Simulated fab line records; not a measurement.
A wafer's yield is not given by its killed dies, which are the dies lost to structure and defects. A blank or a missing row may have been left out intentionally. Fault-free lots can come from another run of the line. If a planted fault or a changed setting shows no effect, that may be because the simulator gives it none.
fab line records ; flow sky130
[record] lots = 24; wafers = 72; last_day = 50
route steps=708 shown FIELD_ISO@16 SD_N@349 LI_CONTACT@374 LOCAL_INTERCONNECT@399 METAL3@563
lots that met no fault: taken from a fault-free run of the same line
start_h: hours from the record's first day to the start of the lot's first wafer shown ; wait_h: time in hours since the lot's previous step ; " same as the row above ; L1.1+2: a row that stands for several wafers ; - no value, or no start given ; * or withheld: withheld ; < > ~ a bound
route shown NAME@n: names a module that has steps shown in the file, with the first one's number in the route ; usual: mean and standard deviation over wafers with no fault ; same: alike in all rows ; chamber/n: place in a boat ; sites: the reading at each site ; _std_site: the standard deviation of these ; _edge_site: mean of outer sites minus mean of inner sites ; radius_mm: for every site, how far away it sits from the centre of the wafer ; mask NAME#n: copy n ; behind: the most recent tool/chamber to have shaped the wafer ; hold: what put the lot on hold/how long, in hours/how the hold closed ; device: the n, p or np transistor that did not switch ; end of line: the tests these same wafers got at the end of their route ; a step without rows: its recipe alone ; killed: count of dies lost to structure and defects at first sort (not the wafer's yield) ; map: a wafer's dies, marking killed ones x, the rest . and places with no die _
set.NAME: the setting the step ran with; set.NAME@STEP: the setting that earlier step ran with ; model.NAME: the simulator's own value behind a step, which no gauge read
a sample of lots followed through the steps of the route, with each step as a table and each wafer as a row
services: a tool's chamber out of use, with start hour (start_h, from the record's first day; less than 0 if before it), hours out, and reason
[[steps]]
[step SKY_FIELD_ISO_ETCH_15]
[recipe] chemistry = CHF3/O2; target_depth_nm = 180; stop_on = Si; source_w = 600; bias_w = 200; pressure_mtorr = 40; chf3_flow_sccm = 50; O2_flow_sccm = 5; time_s = 72
[usual] drypump_motor_current_A = 5.8/0.5; oes_product_au = 0.943/0.0061; rf_fwd_power_W = 595.9/2.2; throttle_valve_pct = 8.843/0.0093
lot.wafer;tool;chamber;start_h;wait_h;drypump_motor_current_A;oes_product_au;rf_fwd_power_W;rf_hours_counter_h;throttle_valve_pct
L074.2;rie_diel-01;0;28.86;0.0;5.9;0.945;597.5;4;8.853
L074.4;rie_diel-01;2;28.86;0.0;6.2;0.949;593.6;69;8.852
L074.6;rie_diel-01;2;28.86;0.0;6.2;0.951;593.3;-;8.848
L075.3;rie_diel-01;2;38.66;0.0;6.2;0.940;595.4;69;8.835
L075.4;rie_diel-01;1;38.66;0.0;5.3;0.934;598.8;2;8.835
L075.5;rie_diel-01;3;38.66;0.0;6.5;0.936;595.0;-;8.860
L076.1;rie_diel-04;3;39.50;0.0;5.2;0.943;596.8;0;8.843
L076.3;rie_diel-04;0;39.50;0.0;5.1;0.952;592.9;93;8.860
L076.5;rie_diel-04;1;39.50;0.0;6.3;0.949;591.0;-;8.843
L077.1;rie_diel-02;3;46.55;0.0;5.7;0.942;596.8;5;8.833
L077.4;rie_diel-02;2;46.55;0.0;5.8;0.939;590.5;57;8.836
L077.5;rie_diel-02;1;46.55;0.0;4.9;0.951;595.1;-;8.839
L078.1;rie_diel-01;1;48.36;0.0;5.3;0.945;598.0;3;8.844
L078.5;rie_diel-01;1;48.36;0.0;5.4;0.939;597.9;-;8.836
L078.6;rie_diel-01;2;48.36;0.0;6.2;0.943;598.0;-;8.842
L079.2;rie_diel-01;2;53.01;0.0;6.2;0.934;596.4;69;8.851
L079.3;rie_diel-01;0;53.01;0.0;5.8;0.940;592.1;5;8.860
L079.4;rie_diel-01;1;53.01;0.0;5.4;0.936;595.6;3;8.853
L080.1;rie_diel-01;1;61.30;0.0;5.3;0.943;600.4;3;8.849
L080.2;rie_diel-01;0;61.30;0.0;5.8;0.936;595.2;5;8.843
L080.3;rie_diel-01;2;61.30;0.0;6.2;0.932;595.3;69;8.841
L081.2;rie_diel-04;3;66.35;0.0;5.2;0.934;596.5;1;8.858
L081.5;rie_diel-04;0;66.35;0.0;5.1;0.940;592.9;-;8.845
L081.6;rie_diel-04;1;66.35;0.0;6.3;0.938;595.6;-;8.841
L082.1;rie_diel-01;0;70.61;0.0;5.9;0.933;593.5;5;8.860
L082.2;rie_diel-01;3;70.61;0.0;6.5;0.943;595.9;136;8.846
L082.5;rie_diel-01;0;70.61;0.0;5.8;0.948;594.6;-;8.834
L083.3;rie_diel-02;2;75.55;0.0;5.8;0.944;596.0;58;8.819
L083.4;rie_diel-02;3;75.55;0.0;5.7;0.949;597.6;5;8.833
L083.6;rie_diel-02;1;75.55;0.0;4.9;0.946;595.1;-;8.843
L084.1;rie_diel-02;1;82.75;0.0;4.9;0.946;597.3;146;8.835
L084.4;rie_diel-02;3;82.75;0.0;5.7;0.941;597.9;5;8.843
L084.5;rie_diel-02;3;82.75;0.0;5.7;0.940;599.3;-;8.838
L085.4;rie_diel-04;0;86.90;0.0;5.2;0.950;593.8;94;8.843
L085.5;rie_diel-04;0;86.90;0.0;5.1;0.939;595.6;-;8.836
L085.6;rie_diel-04;3;86.90;0.0;5.1;0.942;595.9;-;8.845
L086.1;rie_diel-04;3;91.45;0.0;5.2;0.933;594.8;2;8.852
L086.3;rie_diel-04;0;91.45;0.0;5.1;0.939;595.3;94;8.831
L086.5;rie_diel-04;2;91.45;0.0;5.7;0.933;594.2;-;8.840
L087.1;rie_diel-01;0;96.20;0.0;5.8;0.945;596.8;5;8.838
L087.3;rie_diel-01;3;96.20;0.0;6.5;0.954;595.3;137;8.836
L087.6;rie_diel-01;2;96.20;0.0;6.2;0.943;595.9;-;8.837
L088.3;rie_diel-01;1;101.40;0.0;5.4;0.955;594.6;3;8.853
L088.5;rie_diel-01;2;101.40;0.0;6.2;0.948;595.0;-;8.839
L088.6;rie_diel-01;3;101.40;0.0;6.5;0.942;597.2;-;8.838
L089.1;rie_diel-01;2;108.01;0.0;6.2;0.940;598.3;70;8.842
L089.2;rie_diel-01;0;108.01;0.0;5.8;0.944;597.7;5;8.853
L089.4;rie_diel-01;3;108.01;0.0;6.5;0.950;595.1;-;8.857
L090.1;rie_diel-02;1;112.36;0.0;4.9;0.943;593.8;146;8.836
L090.3;rie_diel-02;2;112.36;0.0;5.8;0.936;597.0;59;8.858
L090.5;rie_diel-02;1;112.36;0.0;4.9;0.939;593.0;-;8.830
L091.4;rie_diel-04;3;116.56;0.0;5.2;0.939;594.3;2;8.853
L091.5;rie_diel-04;0;116.56;0.0;5.1;0.947;591.3;-;8.856
L091.6;rie_diel-04;1;116.56;0.0;6.2;0.948;591.9;-;8.842
L092.1;rie_diel-04;0;122.16;0.0;5.1;0.957;595.7;95;8.842
L092.3;rie_diel-04;1;122.16;0.0;6.2;0.938;593.7;6;8.840
L092.6;rie_diel-04;0;122.16;0.0;5.1;0.947;597.8;-;8.853
L093.1;rie_diel-04;3;128.65;0.0;5.1;0.952;598.4;2;8.838
L093.2;rie_diel-04;2;128.65;0.0;5.7;0.952;597.0;139;8.828
L093.6;rie_diel-04;0;128.65;0.0;5.1;0.958;595.1;-;8.837
L094.3;rie_diel-02;0;133.50;0.0;6.1;0.935;601.0;97;8.833
L094.4;rie_diel-02;1;133.50;0.0;4.9;0.941;591.8;147;8.831
L094.6;rie_diel-02;3;133.50;0.0;5.7;0.933;600.0;-;8.837
L095.1;rie_diel-04;2;144.86;0.0;5.7;0.947;595.2;139;8.851
L095.2;rie_diel-04;3;144.86;0.0;5.1;0.941;596.8;3;8.851
L095.3;rie_diel-04;0;144.86;0.0;5.1;0.950;594.7;95;8.828
L096.1;rie_diel-02;3;145.90;0.0;5.7;0.947;596.5;7;8.846
L096.4;rie_diel-02;2;145.90;0.0;5.8;0.949;595.0;59;8.834
L096.6;rie_diel-02;0;145.90;0.0;6.1;0.952;595.1;-;8.847
L097.2;rie_diel-01;3;155.25;0.0;6.5;0.949;594.0;137;8.868
L097.5;rie_diel-01;2;155.25;0.0;6.2;0.939;595.9;-;8.839
L097.6;rie_diel-01;1;155.25;0.0;5.3;0.946;601.4;-;8.833
[step SKY_SD_N_CD_MEAS_07]
[recipe] target_cd_nm = 380
[usual] cd_nm = 380.8/2.3
lot.wafer;tool;chamber;start_h;wait_h;cd_nm
L074.2;cd_sem-01;-;632.41;0.1;375.4
L074.4;cd_sem-01;-;632.41;0.1;376.3
L074.6;cd_sem-01;-;632.41;0.1;375.6
L076.1;cd_sem-02;-;661.79;0.1;383.0
L076.3;cd_sem-02;-;661.79;0.1;380.1
L076.5;cd_sem-02;-;661.79;0.1;382.5
L075.3;cd_sem-01;-;668.78;0.1;382.4
L075.4;cd_sem-01;-;668.78;0.1;380.9
L075.5;cd_sem-01;-;668.78;0.1;380.0
L078.1;cd_sem-02;-;674.89;0.1;383.8
L078.5;cd_sem-02;-;674.89;0.1;385.3
L078.6;cd_sem-02;-;674.89;0.1;384.5
L077.1;cd_sem-01;-;678.69;0.1;383.5
L077.4;cd_sem-01;-;678.69;0.1;384.5
L077.5;cd_sem-01;-;678.69;0.1;385.4
L079.2;cd_sem-02;-;692.06;0.1;380.2
L079.3;cd_sem-02;-;692.06;0.1;379.8
L079.4;cd_sem-02;-;692.06;0.1;379.4
L080.1;cd_sem-01;-;696.54;0.1;382.5
L080.2;cd_sem-01;-;696.54;0.1;382.8
L080.3;cd_sem-01;-;696.54;0.1;379.0
L081.2;cd_sem-02;-;701.56;0.1;382.4
L081.5;cd_sem-02;-;701.56;0.1;380.2
L081.6;cd_sem-02;-;701.56;0.1;381.3
L082.1;cd_sem-01;-;708.59;0.1;379.6
L082.2;cd_sem-01;-;708.59;0.1;376.6
L082.5;cd_sem-01;-;708.59;0.1;377.7
L083.3;cd_sem-02;-;715.93;0.1;379.8
L083.4;cd_sem-02;-;715.93;0.1;378.7
L083.6;cd_sem-02;-;715.93;0.1;378.8
L084.1;cd_sem-01;-;737.44;0.1;379.6
L084.4;cd_sem-01;-;737.44;0.1;379.5
L084.5;cd_sem-01;-;737.44;0.1;380.0
L085.4;cd_sem-02;-;738.90;0.1;379.7
L085.5;cd_sem-02;-;738.90;0.1;380.4
L085.6;cd_sem-02;-;738.90;0.1;379.5
L086.1;cd_sem-02;-;740.49;0.1;375.5
L086.3;cd_sem-02;-;740.49;0.1;376.7
L086.5;cd_sem-02;-;740.49;0.1;376.6
L087.1;cd_sem-01;-;742.89;0.1;382.7
L087.3;cd_sem-01;-;742.89;0.1;381.0
L087.6;cd_sem-01;-;742.89;0.1;380.1
L088.3;cd_sem-01;-;756.03;0.1;382.8
L088.5;cd_sem-01;-;756.03;0.1;385.9
L088.6;cd_sem-01;-;756.03;0.1;382.8
L090.1;cd_sem-02;-;784.89;0.1;381.0
L090.3;cd_sem-02;-;784.89;0.1;380.0
L090.5;cd_sem-02;-;784.89;0.1;380.6
L089.1;cd_sem-01;-;786.54;0.1;381.5
L089.2;cd_sem-01;-;786.54;0.1;381.3
L089.4;cd_sem-01;-;786.54;0.1;382.2
L091.4;cd_sem-01;-;793.05;0.1;381.4
L091.5;cd_sem-01;-;793.05;0.1;382.5
L091.6;cd_sem-01;-;793.05;0.1;380.9
L093.1;cd_sem-01;-;798.39;0.1;383.5
L093.2;cd_sem-01;-;798.39;0.1;385.8
L093.6;cd_sem-01;-;798.39;0.1;385.2
L094.3;cd_sem-02;-;800.13;0.1;381.4
L094.4;cd_sem-02;-;800.13;0.1;380.8
L094.6;cd_sem-02;-;800.13;0.1;381.9
L092.1;cd_sem-02;-;801.59;0.1;382.2
L092.3;cd_sem-02;-;801.59;0.1;380.3
L092.6;cd_sem-02;-;801.59;0.1;379.8
L096.1;cd_sem-01;-;812.89;0.1;381.6
L096.4;cd_sem-01;-;812.89;0.1;378.8
L096.6;cd_sem-01;-;812.89;0.1;380.0
L095.1;cd_sem-02;-;814.34;0.1;380.0
L095.2;cd_sem-02;-;814.34;0.1;380.2
L095.3;cd_sem-02;-;814.34;0.1;381.0
L097.2;cd_sem-02;-;828.26;0.1;380.1
L097.5;cd_sem-02;-;828.26;0.1;379.5
L097.6;cd_sem-02;-;828.26;0.1;381.2
[step SKY_LI_CONTACT_CD_MEAS_12]
[recipe] target_cd_nm = 170
[usual] cd_nm = 169.9/1.4
lot.wafer;tool;chamber;start_h;wait_h;cd_nm
L074.2;cd_sem-01;-;662.41;-;169.1
L074.4;cd_sem-01;-;662.41;-;170.3
L074.6;cd_sem-01;-;662.41;-;168.2
L076.1;cd_sem-02;-;691.74;-;170.8
L076.3;cd_sem-02;-;691.74;-;170.7
L076.5;cd_sem-02;-;691.74;-;170.3
L075.3;cd_sem-01;-;698.43;-;171.0
L075.4;cd_sem-01;-;698.43;-;169.4
L075.5;cd_sem-01;-;698.43;-;171.2
L078.1;cd_sem-02;-;704.39;-;170.9
L078.5;cd_sem-02;-;704.39;-;170.4
L078.6;cd_sem-02;-;704.39;-;171.0
L077.1;cd_sem-01;-;709.99;-;168.7
L077.4;cd_sem-01;-;709.99;-;167.9
L077.5;cd_sem-01;-;709.99;-;168.1
L079.2;cd_sem-02;-;721.41;-;167.9
L079.3;cd_sem-02;-;721.41;-;169.3
L079.4;cd_sem-02;-;721.41;-;168.4
L080.1;cd_sem-01;-;726.29;-;170.4
L080.2;cd_sem-01;-;726.29;-;168.7
L080.3;cd_sem-01;-;726.29;-;170.7
L081.2;cd_sem-02;-;730.41;-;170.3
L081.5;cd_sem-02;-;730.41;-;169.3
L081.6;cd_sem-02;-;730.41;-;170.6
L082.1;cd_sem-02;-;737.54;-;170.6
L082.2;cd_sem-02;-;737.54;-;171.8
L082.5;cd_sem-02;-;737.54;-;170.3
L083.3;cd_sem-02;-;745.13;-;169.3
L083.4;cd_sem-02;-;745.13;-;170.8
L083.6;cd_sem-02;-;745.13;-;170.8
L084.1;cd_sem-02;-;766.69;-;169.7
L084.4;cd_sem-02;-;766.69;-;167.4
L084.5;cd_sem-02;-;766.69;-;168.6
L085.4;cd_sem-01;-;768.69;-;170.4
L085.5;cd_sem-01;-;768.69;-;169.3
L085.6;cd_sem-01;-;768.69;-;169.6
L086.1;cd_sem-01;-;769.11;-;170.1
L086.3;cd_sem-01;-;769.11;-;171.3
L086.5;cd_sem-01;-;769.11;-;170.3
L087.1;cd_sem-01;-;771.54;-;173.8
L087.3;cd_sem-01;-;771.54;-;171.8
L087.6;cd_sem-01;-;771.54;-;171.7
L088.3;cd_sem-01;-;784.18;-;171.9
L088.5;cd_sem-01;-;784.18;-;171.9
L088.6;cd_sem-01;-;784.18;-;173.5
L090.1;cd_sem-02;-;810.89;-;170.6
L090.3;cd_sem-02;-;810.89;-;170.6
L090.5;cd_sem-02;-;810.89;-;172.3
L089.1;cd_sem-02;-;812.49;-;167.4
L089.2;cd_sem-02;-;812.49;-;168.7
L089.4;cd_sem-02;-;812.49;-;168.6
L091.4;cd_sem-02;-;818.37;-;169.6
L091.5;cd_sem-02;-;818.37;-;169.3
L091.6;cd_sem-02;-;818.37;-;169.0
L093.1;cd_sem-02;-;823.54;-;167.5
L093.2;cd_sem-02;-;823.54;-;167.0
L093.6;cd_sem-02;-;823.54;-;170.8
L094.3;cd_sem-01;-;824.98;-;170.2
L094.4;cd_sem-01;-;824.98;-;169.1
L094.6;cd_sem-01;-;824.98;-;169.9
L092.1;cd_sem-02;-;826.39;-;168.4
L092.3;cd_sem-02;-;826.39;-;170.0
L092.6;cd_sem-02;-;826.39;-;168.6
L096.1;cd_sem-02;-;837.09;-;169.5
L096.4;cd_sem-02;-;837.09;-;170.2
L096.6;cd_sem-02;-;837.09;-;170.7
L095.1;cd_sem-01;-;838.84;-;170.2
L095.2;cd_sem-01;-;838.84;-;168.7
L095.3;cd_sem-01;-;838.84;-;168.3
L097.2;cd_sem-02;-;854.76;-;167.6
L097.5;cd_sem-02;-;854.76;-;168.9
L097.6;cd_sem-02;-;854.76;-;167.1
[step SKY_LOCAL_INTERCONNECT_OVL_MEAS_12]
[usual] LOCAL_INTERCONNECT_OVL = 0/5.4
lot.wafer;tool;chamber;start_h;wait_h;LOCAL_INTERCONNECT_OVL[nm]
L074.2;overlay-01;-;691.97;0.1;-2
L074.4;overlay-01;-;691.97;0.1;3
L074.6;overlay-01;-;691.97;0.1;6
L076.1;overlay-01;-;720.86;0.1;-5
L076.3;overlay-01;-;720.86;0.1;-4
L076.5;overlay-01;-;720.86;0.1;-3
L075.3;overlay-01;-;727.27;0.1;1
L075.4;overlay-01;-;727.27;0.1;6
L075.5;overlay-01;-;727.27;0.1;1
L078.1;overlay-02;-;733.91;0.1;-7
L078.5;overlay-02;-;733.91;0.1;-2
L078.6;overlay-02;-;733.91;0.1;-2
L077.1;overlay-01;-;739.41;0.1;7
L077.4;overlay-01;-;739.41;0.1;6
L077.5;overlay-01;-;739.41;0.1;11
L079.2;overlay-02;-;750.91;0.1;8
L079.3;overlay-02;-;750.91;0.1;-1
L079.4;overlay-02;-;750.91;0.1;4
L080.1;overlay-02;-;755.01;0.1;-5
L080.2;overlay-02;-;755.01;0.1;-1
L080.3;overlay-02;-;755.01;0.1;-1
L081.2;overlay-02;-;759.62;0.1;5
L081.5;overlay-02;-;759.62;0.1;1
L081.6;overlay-02;-;759.62;0.1;3
L082.1;overlay-01;-;766.93;0.1;-9
L082.2;overlay-01;-;766.93;0.1;-5
L082.5;overlay-01;-;766.93;0.1;-3
L083.3;overlay-02;-;773.47;0.1;-4
L083.4;overlay-02;-;773.47;0.1;-3
L083.6;overlay-02;-;773.47;0.1;2
L084.1;overlay-02;-;793.26;0.1;-5
L084.4;overlay-02;-;793.26;0.1;1
L084.5;overlay-02;-;793.26;0.1;-5
L085.4;overlay-01;-;795.53;0.1;-3
L085.5;overlay-01;-;795.53;0.1;-9
L085.6;overlay-01;-;795.53;0.1;-4
L086.1;overlay-01;-;795.86;0.1;-6
L086.3;overlay-01;-;795.86;0.1;1
L086.5;overlay-01;-;795.86;0.1;-6
L087.1;overlay-01;-;799.01;0.1;6
L087.3;overlay-01;-;799.01;0.1;6
L087.6;overlay-01;-;799.01;0.1;8
L088.3;overlay-01;-;809.82;0.1;-2
L088.5;overlay-01;-;809.82;0.1;3
L088.6;overlay-01;-;809.82;0.1;-2
L090.1;overlay-01;-;834.96;0.1;5
L090.3;overlay-01;-;834.96;0.1;7
L090.5;overlay-01;-;834.96;0.1;5
L089.1;overlay-02;-;836.26;0.1;-2
L089.2;overlay-02;-;836.26;0.1;-9
L089.4;overlay-02;-;836.26;0.1;-4
L091.4;overlay-02;-;843.88;0.1;11
L091.5;overlay-02;-;843.88;0.1;1
L091.6;overlay-02;-;843.88;0.1;6
L093.1;overlay-02;-;850.26;0.1;-1
L093.2;overlay-02;-;850.26;0.1;-3
L093.6;overlay-02;-;850.26;0.1;3
L094.3;overlay-02;-;851.04;0.1;-6
L094.4;overlay-02;-;851.04;0.1;-4
L094.6;overlay-02;-;851.04;0.1;-4
L092.1;overlay-01;-;852.66;0.1;6
L092.3;overlay-01;-;852.66;0.1;6
L092.6;overlay-01;-;852.66;0.1;7
L096.1;overlay-02;-;864.81;0.1;-5
L096.4;overlay-02;-;864.81;0.1;-9
L096.6;overlay-02;-;864.81;0.1;-9
L095.1;overlay-01;-;866.81;0.1;6
L095.2;overlay-01;-;866.81;0.1;-2
L095.3;overlay-01;-;866.81;0.1;-2
L097.2;overlay-01;-;882.67;0.1;5
L097.5;overlay-01;-;882.67;0.1;10
L097.6;overlay-01;-;882.67;0.1;-1
[step SKY_METAL3_CD_MEAS_13]
[recipe] target_cd_nm = 300
[usual] cd_nm = 299.7/1.3
lot.wafer;tool;chamber;start_h;wait_h;cd_nm
L074.2;cd_sem-01;-;883.36;-;301.6
L074.4;cd_sem-01;-;883.36;-;301.5
L074.6;cd_sem-01;-;883.36;-;301.6
L076.1;cd_sem-02;-;908.14;-;302.0
L076.3;cd_sem-02;-;908.14;-;300.1
L076.5;cd_sem-02;-;908.14;-;301.7
L075.3;cd_sem-02;-;913.98;-;299.7
L075.4;cd_sem-02;-;913.98;-;298.6
L075.5;cd_sem-02;-;913.98;-;299.3
L078.1;cd_sem-01;-;922.49;-;299.3
L078.5;cd_sem-01;-;922.49;-;299.3
L078.6;cd_sem-01;-;922.49;-;298.8
L077.1;cd_sem-01;-;927.84;-;300.3
L077.4;cd_sem-01;-;927.84;-;300.6
L077.5;cd_sem-01;-;927.84;-;300.4
L079.2;cd_sem-02;-;941.76;-;299.9
L079.3;cd_sem-02;-;941.76;-;300.7
L079.4;cd_sem-02;-;941.76;-;299.3
L080.1;cd_sem-02;-;942.09;-;299.0
L080.2;cd_sem-02;-;942.09;-;298.6
L080.3;cd_sem-02;-;942.09;-;298.7
L081.2;cd_sem-01;-;945.36;-;299.1
L081.5;cd_sem-01;-;945.36;-;300.2
L081.6;cd_sem-01;-;945.36;-;299.1
L082.1;cd_sem-01;-;951.54;-;300.9
L082.2;cd_sem-01;-;951.54;-;299.0
L082.5;cd_sem-01;-;951.54;-;299.3
L083.3;cd_sem-01;-;957.03;-;300.6
L083.4;cd_sem-01;-;957.03;-;299.8
L083.6;cd_sem-01;-;957.03;-;301.2
L084.1;cd_sem-02;-;976.44;-;298.4
L084.4;cd_sem-02;-;976.44;-;298.1
L084.5;cd_sem-02;-;976.44;-;298.5
L085.4;cd_sem-02;-;977.55;-;301.9
L085.5;cd_sem-02;-;977.55;-;301.3
L085.6;cd_sem-02;-;977.55;-;301.5
L086.1;cd_sem-01;-;977.94;-;301.4
L086.3;cd_sem-01;-;977.94;-;300.3
L086.5;cd_sem-01;-;977.94;-;299.5
L087.1;cd_sem-01;-;979.39;-;301.3
L087.3;cd_sem-01;-;979.39;-;300.5
L087.6;cd_sem-01;-;979.39;-;301.0
L088.3;cd_sem-02;-;988.13;-;299.6
L088.5;cd_sem-02;-;988.13;-;300.9
L088.6;cd_sem-02;-;988.13;-;300.5
L090.1;cd_sem-01;-;1015.99;-;300.4
L090.3;cd_sem-01;-;1015.99;-;300.6
L090.5;cd_sem-01;-;1015.99;-;300.5
L089.1;cd_sem-01;-;1019.84;-;298.8
L089.2;cd_sem-01;-;1019.84;-;299.1
L089.4;cd_sem-01;-;1019.84;-;298.3
L091.4;cd_sem-01;-;1026.55;-;299.4
L091.5;cd_sem-01;-;1026.55;-;298.0
L091.6;cd_sem-01;-;1026.55;-;300.1
L093.1;cd_sem-01;-;1032.29;-;297.2
L093.2;cd_sem-01;-;1032.29;-;295.3
L093.6;cd_sem-01;-;1032.29;-;297.1
L094.3;cd_sem-02;-;1032.48;-;301.0
L094.4;cd_sem-02;-;1032.48;-;301.7
L094.6;cd_sem-02;-;1032.48;-;300.4
L092.1;cd_sem-01;-;1033.59;-;297.7
L092.3;cd_sem-01;-;1033.59;-;297.6
L092.6;cd_sem-01;-;1033.59;-;298.8
L096.1;cd_sem-02;-;1044.64;-;300.8
L096.4;cd_sem-02;-;1044.64;-;300.3
L096.6;cd_sem-02;-;1044.64;-;299.5
L095.1;cd_sem-01;-;1045.59;-;299.3
L095.2;cd_sem-01;-;1045.59;-;299.7
L095.3;cd_sem-01;-;1045.59;-;297.4
L097.2;cd_sem-02;-;1058.36;-;298.9
L097.5;cd_sem-02;-;1058.36;-;299.1
L097.6;cd_sem-02;-;1058.36;-;298.4
[step SKY_METAL3_DESCUM_15]
[recipe] chemistry = O2; source_power_w = 150; bias_power_w = 0; pressure_mtorr = 10; temp_c = 40; time_s = 8
[usual] drypump_motor_current_A = 6.0/0.52; oes_product_au = 0.995/0.009; rf_fwd_power_W = 147.0/0.8
lot.wafer;tool;chamber;start_h;wait_h;drypump_motor_current_A;oes_product_au;rf_fwd_power_W;rf_hours_counter_h
L074.2;rie_metal-04;1;883.49;0.0;5.1;0.989;148.0;10
L074.4;rie_metal-04;1;883.49;0.0;5.1;0.984;148.6;-
L074.6;rie_metal-04;0;883.49;0.0;6.4;0.993;148.0;-
L076.1;rie_metal-01;0;908.30;0.0;5.6;0.996;146.4;11
L076.3;rie_metal-01;1;908.30;0.0;5.7;1.009;147.9;-
L076.5;rie_metal-01;1;908.30;0.0;5.7;1.009;147.4;-
L075.3;rie_metal-01;1;914.11;0.0;5.7;1.005;147.1;-
L075.4;rie_metal-01;0;914.11;0.0;5.6;0.992;146.8;-
L075.5;rie_metal-01;1;914.11;0.0;5.7;1.006;147.6;-
L078.1;rie_metal-01;0;922.65;0.0;5.7;0.996;146.6;12
L078.5;rie_metal-01;1;922.65;0.0;5.7;1.004;147.8;-
L078.6;rie_metal-01;0;922.65;0.0;5.7;0.999;146.5;-
L077.1;rie_metal-02;0;928.00;0.0;6.8;1.001;147.3;12
L077.4;rie_metal-02;0;928.00;0.0;6.8;0.992;146.9;-
L077.5;rie_metal-02;1;928.00;0.0;5.7;0.977;146.2;-
L079.2;rie_metal-02;1;941.89;0.0;5.7;0.996;146.4;12
L079.3;rie_metal-02;1;941.89;0.0;5.7;0.989;146.5;-
L079.4;rie_metal-02;0;941.89;0.0;6.8;1.003;147.6;-
L080.1;rie_metal-01;0;942.24;0.0;5.6;0.990;145.5;13
L080.2;rie_metal-01;1;942.24;0.0;5.7;1.003;148.1;17
L080.3;rie_metal-01;0;942.24;0.0;5.6;1.001;145.7;-
L081.2;rie_metal-01;1;945.50;0.0;5.7;1.004;148.3;17
L081.5;rie_metal-01;1;945.50;0.0;5.7;0.999;147.7;-
L081.6;rie_metal-01;0;945.50;0.0;5.7;0.997;146.9;-
L082.1;rie_metal-01;0;951.70;0.0;5.6;1.004;146.6;14
L082.2;rie_metal-01;1;951.70;0.0;5.7;1.010;147.9;17
L082.5;rie_metal-01;1;951.70;0.0;5.7;1.016;148.0;-
L083.3;rie_metal-04;1;957.16;0.0;5.1;0.988;148.8;-
L083.4;rie_metal-04;0;957.16;0.0;6.4;0.993;148.1;-
L083.6;rie_metal-04;1;957.16;0.0;5.1;0.992;148.0;-
L084.1;rie_metal-04;0;976.60;0.0;6.4;0.995;147.2;11
L084.4;rie_metal-04;1;976.60;0.0;5.1;0.984;147.5;-
L084.5;rie_metal-04;1;976.60;0.0;5.1;0.980;147.8;-
L085.4;rie_metal-01;1;977.66;0.0;5.7;1.007;148.4;-
L085.5;rie_metal-01;1;977.66;0.0;5.7;1.009;148.6;-
L085.6;rie_metal-01;0;977.66;0.0;5.6;1.009;146.6;-
L086.1;rie_metal-02;1;978.10;0.0;5.7;0.990;146.4;15
L086.3;rie_metal-02;1;978.10;0.0;5.7;0.984;145.8;-
L086.5;rie_metal-02;0;978.10;0.0;6.8;0.985;146.7;-
L087.1;rie_metal-02;0;979.54;0.0;6.8;0.983;146.6;15
L087.3;rie_metal-02;1;979.54;0.0;5.7;0.984;146.6;-
L087.6;rie_metal-02;1;979.54;0.0;5.7;0.989;146.2;-
L088.3;rie_metal-02;1;988.26;0.0;5.7;0.979;146.2;-
L088.5;rie_metal-02;1;988.26;0.0;5.7;0.985;146.4;-
L088.6;rie_metal-02;0;988.26;0.0;6.8;0.996;146.6;-
L090.1;rie_metal-04;0;1016.14;0.0;6.5;0.996;147.9;13
L090.3;rie_metal-04;0;1016.14;0.0;6.5;0.994;148.5;-
L090.5;rie_metal-04;0;1016.14;0.0;6.4;1.004;147.4;-
L089.1;rie_metal-01;0;1020.00;0.0;5.6;1.003;146.5;18
L089.2;rie_metal-01;0;1020.00;0.0;5.6;1.004;146.7;-
L089.4;rie_metal-01;0;1020.00;0.0;5.6;1.005;146.8;-
L091.4;rie_metal-02;0;1026.66;0.0;6.8;1.008;146.3;-
L091.5;rie_metal-02;0;1026.66;0.0;6.8;1.000;146.5;-
L091.6;rie_metal-02;1;1026.66;0.0;5.7;1.005;146.6;-
L093.1;rie_metal-01;1;1032.45;0.0;5.7;0.993;148.0;0
L093.2;rie_metal-01;0;1032.45;0.0;5.6;0.980;146.6;19
L093.6;rie_metal-01;0;1032.45;0.0;5.7;0.994;146.6;-
L094.3;rie_metal-02;1;1032.61;0.0;5.7;0.987;146.0;-
L094.4;rie_metal-02;0;1032.61;0.0;6.8;1.001;146.2;-
L094.6;rie_metal-02;0;1032.61;0.0;6.8;0.987;146.5;-
L092.1;rie_metal-02;0;1033.75;0.0;6.8;0.997;146.2;18
L092.3;rie_metal-02;0;1033.75;0.0;6.8;0.992;147.4;-
L092.6;rie_metal-02;1;1033.75;0.0;5.7;0.999;146.2;-
L096.1;rie_metal-01;1;1044.80;0.0;5.7;0.983;147.9;1
L096.4;rie_metal-01;1;1044.80;0.0;5.7;0.988;147.9;-
L096.6;rie_metal-01;0;1044.80;0.0;5.7;0.995;146.9;-
L095.1;rie_metal-02;1;1045.74;0.0;5.7;0.990;146.6;20
L095.2;rie_metal-02;0;1045.74;0.0;6.8;0.990;146.4;19
L095.3;rie_metal-02;0;1045.74;0.0;6.8;0.995;146.6;-
L097.2;rie_metal-02;1;1058.49;0.0;5.7;0.994;146.1;21
L097.5;rie_metal-02;0;1058.49;0.0;6.8;0.985;146.7;-
L097.6;rie_metal-02;1;1058.49;0.0;5.7;0.989;146.4;-
[[services]]
tool;chamber;start_h;hours;kind
rie_diel-01;1;107.54;8.1;repair
rie_diel-01;0;246.23;7.8;repair
rie_metal-02;1;255.45;2.9;repair
rie_diel-01;1;307.49;2.4;repair
rie_diel-01;3;355.90;71.0;repair
rie_diel-01;-;363.74;0.4;repair
rie_diel-01;1;391.64;3.4;repair
rie_diel-01;-;420.43;2.2;repair
rie_metal-02;-;446.46;0.6;repair
rie_metal-02;-;488.14;1.0;repair
rie_diel-01;-;495.49;2.0;repair
rie_diel-01;-;516.79;2.8;pm
rie_metal-02;0;559.31;1.2;repair
rie_diel-01;-;565.18;0.8;repair
rie_metal-02;-;575.25;0.1;repair
rie_diel-01;1;584.87;1.6;repair
rie_metal-02;0;671.31;24.8;repair
rie_metal-01;-;727.97;2.8;pm
rie_metal-02;0;758.48;8.0;repair
rie_metal-02;1;835.75;4.7;repair
rie_metal-02;0;836.96;4.8;repair
rie_diel-01;3;883.02;14.6;repair
rie_metal-01;1;923.62;8.6;repair
rie_diel-01;3;930.85;3.8;repair
[[key]]
fault none
